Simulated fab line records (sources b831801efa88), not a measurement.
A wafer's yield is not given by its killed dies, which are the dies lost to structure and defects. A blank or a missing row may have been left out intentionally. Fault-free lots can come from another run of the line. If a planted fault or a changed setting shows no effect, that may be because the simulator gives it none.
Chamber matching + flow gf180mcu + cmp-02 running GF_V2_CMP_04: 4 sister chambers
The step polishes SiO2. 14 wafers are shown with their chamber, then 7 later ones without.

== WAFERS WITH THEIR CHAMBER ==
| wafer  | chamber | motor current A (A) | time to endpoint s (s) |
|--------|---------|---------------------|------------------------|
| L774.1 | 2       | 11.5                | 76                     |
| L774.2 | 3       | 10.4                | 67                     |
| L774.6 | 1       | 11.8                | 77                     |
| L775.4 | 1       | 11.3                | 83                     |
| L775.5 | 2       | 11.4                | 85                     |
| L775.6 | 3       | 10.0                | 83                     |
| L777.2 | 2       | 11.4                | 72                     |
| L777.3 | 3       | 10.2                | 72                     |
| L777.6 | 2       | 11.8                | 80                     |
| L779.2 | 1       | 11.7                | 78                     |
| L779.3 | 2       | 11.6                | 76                     |
| L779.6 | 0       | 10.6                | 77                     |
| L782.2 | 0       | 10.3                | 83                     |
| L782.3 | 1       | 11.6                | 91                     |

SIGNATURES (means of the wafers above)
| reading            | chamber 0 | chamber 1 | chamber 2 | chamber 3 | scatter within a chamber |
|--------------------|-----------|-----------|-----------|-----------|--------------------------|
| motor current A    | 10.450    | 11.600    | 11.540    | 10.200    | 0.194                    |
| time to endpoint s | 80.00     | 82.25     | 77.80     | 74.00     | 6.1                      |
Rule: distance of a wafer from a chamber = root of the sum over the readings of ((wafer's reading minus chamber's mean) / reading's scatter) squared. If the next closest chamber is less than 2 further off than the closest, the wafer can't be placed; otherwise it belongs to the closest. How the scatter is found: for the shown wafers, subtract from each reading the mean of its chamber, square and add these, divide the total by (wafers less chambers), then take the root.

== WAFERS WHOSE CHAMBER IS MISSING ==
| wafer  | motor current A (A) | time to endpoint s (s) |
|--------|---------------------|------------------------|
| L782.5 | 11.8                | 88                     |
| L784.1 | 11.0                | 77                     |
| L784.4 | 11.9                | 78                     |
| L784.6 | 11.8                | 81                     |
| L795.2 | 11.7                | 73                     |
| L795.4 | 10.5                | 77                     |
| L795.6 | 11.7                | 79                     |

== WHICH CHAMBER EACH ONE RAN IN ==
| wafer  | from the rows above               | in truth |
|--------|-----------------------------------|----------|
| L782.5 | can't be placed: 1 or 2           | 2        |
| L784.1 | can't be placed: 2 or 0 or 1 or 3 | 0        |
| L784.4 | can't be placed: 1 or 2           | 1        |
| L784.6 | can't be placed: 1 or 2           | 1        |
| L795.2 | can't be placed: 2 or 1           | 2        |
| L795.4 | can't be placed: 0 or 3           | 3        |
| L795.6 | can't be placed: 1 or 2           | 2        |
Correctly placed: 0 of 7. These rows do not allow placing 7 (true chamber among the candidates in 7). Number placed wrongly: 0.
